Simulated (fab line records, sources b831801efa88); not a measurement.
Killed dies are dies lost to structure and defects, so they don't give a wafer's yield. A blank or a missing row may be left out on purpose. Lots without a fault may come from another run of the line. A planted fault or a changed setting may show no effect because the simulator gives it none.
fab line records | flow sky130
record lots=12 wafers=36 last_day=50
route steps=708 shown LDD_N@244 LDD_LDN@297 SPACER@305
lots that met no fault: from a run of the same line without faults
start_h: hours from the record's first day to the start of the lot's first wafer shown | wait_h: hours since the lot's step before | " the same as in the row above | L1.1+2: a row that stands for several wafers | - no value, or no start given | * or withheld: withheld | < > ~ a bound
route shown NAME@n: a module of which the file shows steps, and the number in the route of the first | usual: mean/standard deviation of fault-free wafers | same: alike in all rows | chamber/n: place in a boat | sites: the reading at each site | _std_site: their standard deviation | _edge_site: outer sites' mean less inner sites' | radius_mm: how far each site lies from the wafer's centre | mask NAME#n: copy n | behind: the tool/chamber that last shaped the wafer | hold: why the lot was held/for how many hours/how that ended | device: the transistor (n, p or np) that didn't switch | end of line: the same wafers' tests at the end of the route | a step without rows: its recipe alone | killed: dies lost to structure and defects at the first sort, not the wafer's yield | map: a wafer's dies, x killed, . not, _ none there
set.NAME: the setting as run; set.NAME@STEP: as run at that earlier step | model.NAME: the simulator's own value behind a step, which no gauge read
steps of the route over a sample of lots; a table a step, a row a wafer
services: from which hour (start_h, from the record's first day; less than 0 if before it) a tool's chamber was out of use, for how many hours, and why
## steps
# step SKY_LDD_N_OVL_MEAS_07
# usual LDD_N_OVL=-1.1/1.7
# columns lot.wafer tool chamber start_h wait_h LDD_N_OVL[nm]
L976.2 overlay-02 - 399.44 0.1 0.0
L976.4 " - " " -0.1
L976.5 " - " " -0.8
L977.2 overlay-01 - 415.41 0.1 -2.5
L977.4 " - " " -3.6
L977.6 " - " " -3.5
L979.2 overlay-02 - 442.16 0.1 -0.4
L979.5 " - " " 0.1
L979.6 " - " " 1.6
L980.1 overlay-01 - 444.91 0.1 -0.6
L980.5 " - " " -2.3
L980.6 " - " " 0.4
L982.1 overlay-01 - 465.25 0.1 -3.0
L982.4 " - " " -0.9
L982.5 " - " " -2.9
L984.3 overlay-01 - 476.42 0.1 -1.1
L984.4 " - " " -1.6
L984.5 " - " " 0.4
L988.1 overlay-01 - 514.28 0.1 0.3
L988.5 " - " " 1.1
L988.6 " - " " 0.9
L991.3 overlay-01 - 541.67 0.1 -2.0
L991.5 " - " " -0.2
L991.6 " - " " -2.6
L994.1 overlay-01 - 568.36 0.1 -2.8
L994.4 " - " " -3.4
L994.5 " - " " -1.6
L995.1 overlay-01 - 569.86 0.1 -3.5
L995.3 " - " " -1.8
L995.6 " - " " -1.0
L998.1 overlay-02 - 604.58 0.1 -0.4
L998.4 " - " " 0.3
L998.6 " - " " -0.2
L999.1 overlay-02 - 613.98 0.1 1.7
L999.4 " - " " 0.9
L999.6 " - " " -0.6
# step SKY_LDD_LDN_IMPLANT_08
# recipe species=As energy_kev=15 dose_cm2=1.25e+13 tilt_deg=withheld rotation_deg=23
# usual dose_ions_cm2=1.2499e+13/1.3e+10 end_station_pressure_torr=5.04e-06/2.5e-07 faraday_current_uA=70.4/1.4
# columns lot.wafer tool chamber start_h wait_h dose_ions_cm2 end_station_pressure_torr faraday_current_uA
L976.2 implanter-03 0 523.39 0.0 1.2487e+13 5.14e-06 73.5
L976.4 " 0 " " 1.2463e+13 5.19e-06 69.3
L976.5 " 0 " " 1.2489e+13 4.83e-06 68.5
L977.2 implanter-04 0 543.62 3.1 1.2497e+13 5.58e-06 69.9
L977.4 " 0 " " 1.2496e+13 4.99e-06 70.9
L977.6 " 0 " " 1.2503e+13 5.37e-06 68.2
L979.2 implanter-01 0 566.84 0.0 1.2509e+13 4.9e-06 69.6
L979.5 " 0 " " 1.2497e+13 5.07e-06 71.7
L979.6 " 0 " " 1.2496e+13 4.88e-06 68.9
L980.1 implanter-03 0 569.60 0.0 1.2485e+13 4.66e-06 70.2
L980.5 " 0 " " 1.2488e+13 4.68e-06 70.6
L980.6 " 0 " " 1.247e+13 5.19e-06 70.9
L982.1 implanter-01 0 587.70 0.0 1.2505e+13 4.91e-06 69.8
L982.4 " 0 " " 1.2504e+13 4.98e-06 70.7
L982.5 " 0 " " 1.2494e+13 5.39e-06 69.4
L984.3 implanter-04 0 598.37 0.1 1.2484e+13 5.37e-06 71.0
L984.4 " 0 " " 1.2504e+13 5.22e-06 72.2
L984.5 " 0 " " 1.2497e+13 5.06e-06 69.5
L988.1 implanter-04 0 635.30 0.0 1.925e+12 4.71e-06 10.7
L988.5 " 0 " " 1.941e+12 5.22e-06 10.9
L988.6 " 0 " " 1.917e+12 4.93e-06 11.4
L991.3 implanter-04 0 663.92 0.2 1.931e+12 4.74e-06 11.3
L991.5 " 0 " " 1.921e+12 4.84e-06 11.2
L991.6 " 0 " " 1.927e+12 4.59e-06 10.8
L994.1 implanter-01 0 685.75 0.0 1.2494e+13 4.87e-06 71.3
L994.4 " 0 " " 1.2487e+13 5.06e-06 66.7
L994.5 " 0 " " 1.2486e+13 5.09e-06 72.3
L995.1 implanter-01 0 689.15 0.0 1.2503e+13 4.95e-06 70.9
L995.3 " 0 " " 1.2504e+13 5.16e-06 69.8
L995.6 " 0 " " 1.2518e+13 5.09e-06 73.0
L998.1 implanter-03 0 719.72 0.0 1.2495e+13 5.13e-06 71.4
L998.4 " 0 " " 1.251e+13 5.14e-06 68.6
L998.6 " 0 " " 1.2505e+13 5.41e-06 69.6
L999.1 implanter-04 0 730.49 0.0 1.25e+13 5.13e-06 67.6
L999.4 " 0 " " 1.2486e+13 4.74e-06 68.8
L999.6 " 0 " " 1.2484e+13 4.58e-06 69.3
# step SKY_LDD_LDN_TW_MEAS_13
# usual LDD_LDN_TW=1475/14
# columns lot.wafer tool chamber start_h wait_h LDD_LDN_TW
L976.2 film_metro-04 - 524.08 0.1 1478
L976.4 " - " " 1480
L976.5 " - " " 1484
L977.2 film_metro-04 - 544.31 0.1 1494
L977.4 " - " " 1484
L977.6 " - " " 1475
L979.2 film_metro-02 - 567.53 0.1 1499
L979.5 " - " " 1486
L979.6 " - " " 1483
L980.1 film_metro-03 - 570.30 0.1 1462
L980.5 " - " " 1452
L980.6 " - " " 1461
L982.1 film_metro-02 - 588.40 0.1 1488
L982.4 " - " " 1486
L982.5 " - " " 1499
L984.3 film_metro-02 - 599.04 0.1 1482
L984.4 " - " " 1491
L984.5 " - " " 1490
L988.1 film_metro-02 - 636.00 0.1 1384
L988.5 " - " " 1391
L988.6 " - " " 1394
L991.3 film_metro-04 - 664.59 0.1 1381
L991.5 " - " " 1367
L991.6 " - " " 1374
L994.1 film_metro-03 - 686.45 0.1 1460
L994.4 " - " " 1463
L994.5 " - " " 1470
L995.1 film_metro-04 - 689.85 0.1 1479
L995.3 " - " " 1472
L995.6 " - " " 1466
L998.1 film_metro-03 - 720.42 0.1 1457
L998.4 " - " " 1460
L998.6 " - " " 1464
L999.1 film_metro-02 - 731.19 0.1 1482
L999.4 " - " " 1476
L999.6 " - " " 1480
# step SKY_SPACER_THK_MEAS_01
# recipe reads=Si3N4_of_SPACER_CVD_00
# usual SPACER_CVD_00_THK=43.4/0.48
# columns lot.wafer tool chamber start_h wait_h SPACER_CVD_00_THK[nm]
L976.2 film_metro-02 - 528.45 0.0 43.6
L976.4 " - " " 43.5
L976.5 " - " " 43.6
L977.2 film_metro-04 - 545.62 0.0 43.4
L977.4 " - " " 43.3
L977.6 " - " " 43.5
L979.2 film_metro-02 - 569.84 0.0 43.3
L979.5 " - " " 43.2
L979.6 " - " " 43.5
L980.1 film_metro-02 - 571.61 0.0 43.4
L980.5 " - " " 43.4
L980.6 " - " " 43.5
L982.1 film_metro-02 - 589.71 0.0 43.2
L982.4 " - " " 43.1
L982.5 " - " " 43.5
L984.3 film_metro-02 - 600.35 0.0 43.3
L984.4 " - " " 43.6
L984.5 " - " " 43.6
L988.1 film_metro-02 - 637.31 0.0 43.3
L988.5 " - " " 43.6
L988.6 " - " " 43.4
L991.3 film_metro-01 - 665.90 0.0 43.3
L991.5 " - " " 43.7
L991.6 " - " " 43.8
L994.1 film_metro-01 - 689.48 0.0 43.9
L994.4 " - " " 44.3
L994.5 " - " " 44.0
L995.1 film_metro-01 - 691.73 0.0 43.6
L995.3 " - " " 43.7
L995.6 " - " " 43.5
L998.1 film_metro-04 - 722.73 0.0 43.7
L998.4 " - " " 43.3
L998.6 " - " " 43.6
L999.1 film_metro-04 - 734.17 0.0 42.6
L999.4 " - " " 43.0
L999.6 " - " " 42.9
# step SKY_SPACER_ETCHBACK_02
# recipe chemistry=CH3F/O2 target=Si3N4 stop_on=SiO2 source_w=400 bias_w=80 pressure_mtorr=25 ch3f_flow_sccm=40 O2_flow_sccm=30 time_s=46.7 target_depth_a=450
# usual drypump_motor_current_A=5.79/0.25 oes_product_au=0.858/0.0068 rf_fwd_power_W=395.8/1.4 throttle_valve_pct=10.563/0.01
# columns lot.wafer tool chamber start_h wait_h drypump_motor_current_A oes_product_au rf_fwd_power_W rf_hours_counter_h throttle_valve_pct
L976.2 rie_diel-04 2 528.50 0.0 6.03 0.866 396.3 3 10.550
L976.4 " 0 " " 5.86 0.866 394.7 9 10.572
L976.5 " 2 " " 6.03 0.859 395.7 - 10.565
L977.2 rie_diel-04 1 545.67 0.0 6.09 0.865 394.5 1 10.562
L977.4 " 3 " " 5.64 0.860 394.1 2 10.566
L977.6 " 1 " " 6.11 0.864 395.4 - 10.537
L979.2 rie_diel-04 1 569.89 0.0 6.10 0.862 398.3 1 10.544
L979.5 " 0 " " 5.85 0.851 394.8 - 10.574
L979.6 " 3 " " 5.62 0.849 396.4 - 10.576
L980.1 rie_diel-01 3 571.67 0.1 6.03 0.855 396.1 66 10.573
L980.5 " 3 " " 6.00 0.865 397.0 - 10.558
L980.6 " 0 " " 5.57 0.868 394.7 - 10.573
L982.1 rie_diel-02 1 589.77 0.1 5.98 0.858 394.0 9 10.566
L982.4 " 3 " " 6.17 0.859 397.7 8 10.551
L982.5 " 3 " " 6.15 0.855 397.2 - 10.556
L984.3 rie_diel-04 1 600.39 0.0 6.13 0.851 395.4 2 10.567
L984.4 " 0 " " 5.86 0.858 394.0 10 10.565
L984.5 " 3 " " 5.62 0.861 394.9 - 10.547
L988.1 rie_diel-04 0 637.37 0.1 5.85 0.857 396.1 11 10.563
L988.5 " 2 " " 6.04 0.863 397.0 - 10.590
L988.6 " 1 " " 6.09 0.857 396.2 - 10.578
L991.3 rie_diel-02 2 665.94 0.0 5.75 0.859 395.6 20 10.561
L991.5 " 3 " " 6.14 0.871 398.5 - 10.566
L991.6 " 0 " " 5.68 0.863 395.1 - 10.583
L994.1 rie_diel-01 3 689.54 0.1 6.01 0.864 396.1 1 10.566
L994.4 " 1 " " 5.37 0.865 394.8 20 10.571
L994.5 " 0 " " 5.53 0.865 395.8 - 10.564
L995.1 rie_diel-01 1 691.79 0.1 5.38 0.869 393.2 20 10.569
L995.3 " 2 " " 5.53 0.864 394.5 10 10.557
L995.6 " 1 " " 5.38 0.866 395.2 - 10.551
L998.1 rie_diel-01 1 722.79 0.1 5.36 0.865 394.5 20 10.579
L998.4 " 0 " " 5.53 0.855 395.0 - 10.568
L998.6 " 1 " " 5.37 0.863 395.1 - 10.559
L999.1 rie_diel-01 2 734.23 0.1 5.50 0.854 395.4 11 10.579
L999.4 " 3 " " 6.00 0.858 396.6 2 10.562
L999.6 " 0 " " 5.56 0.861 394.0 - 10.560
## services
# columns tool chamber start_h hours kind
implanter-01 - 512.90 6.0 pm
implanter-01 - 519.48 2.9 pm
rie_diel-02 - 527.59 0.2 repair
implanter-03 - 528.62 19.5 pm
implanter-01 - 539.08 19.1 repair
implanter-04 - 540.93 0.9 repair
rie_diel-02 3 541.71 14.7 repair
rie_diel-01 0 550.11 3.7 repair
rie_diel-02 0 582.54 2.9 repair
implanter-01 - 607.75 26.4 pm
rie_diel-04 2 612.48 6.8 repair
rie_diel-01 3 627.13 8.0 repair
rie_diel-01 1 630.29 1.9 repair
rie_diel-01 3 635.24 - clean
implanter-01 - 648.28 3.2 repair
rie_diel-01 - 649.59 0.8 repair
rie_diel-01 - 653.78 15.6 pm
rie_diel-04 - 658.33 42.1 repair
implanter-03 - 661.16 14.7 pm
implanter-01 - 661.99 2.5 repair
rie_diel-04 0 669.53 7.6 repair
implanter-04 - 673.35 4.7 pm
implanter-01 - 673.38 1.9 repair
rie_diel-01 3 720.96 4.1 repair
## key
first_sign step=SKY_LDD_LDN_IMPLANT_08 reading=dose_ions_cm2 direction=down sigmas=99+ usual=* struck=*
effect step=SKY_LDD_LDN_IMPLANT_08 reading=faraday_current_uA direction=down sigmas=44 usual=70.4 struck=11.1
effect step=SKY_LDD_LDN_TW_MEAS_13 reading=LDD_LDN_TW direction=down sigmas=6.8 usual=1475 struck=1382
met_at SKY_LDD_LDN_IMPLANT_08
struck_lots L988,L991
tester_left_out L988,L991
not_acting_at SKY_LDD_N_OVL_MEAS_07,SKY_SPACER_THK_MEAS_01,SKY_SPACER_ETCHBACK_02
onset_between 598.37 635.30
fault kind=process_parameter_drift tool=implanter-04 chamber=- onset_h=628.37 steps=SKY_LDD_LDN_IMPLANT_08 channel=dose_cm2 offset=* shape=step end_h=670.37 acts_in=* stated=*
# tester_left_out: of these lots the tester's yield and bins aren't shown, on N5 and GAA mostly nor the transistor test; their killed dies are dies lost to structure and defects alone, not to doping, threshold or leakage, so they don't give the yield
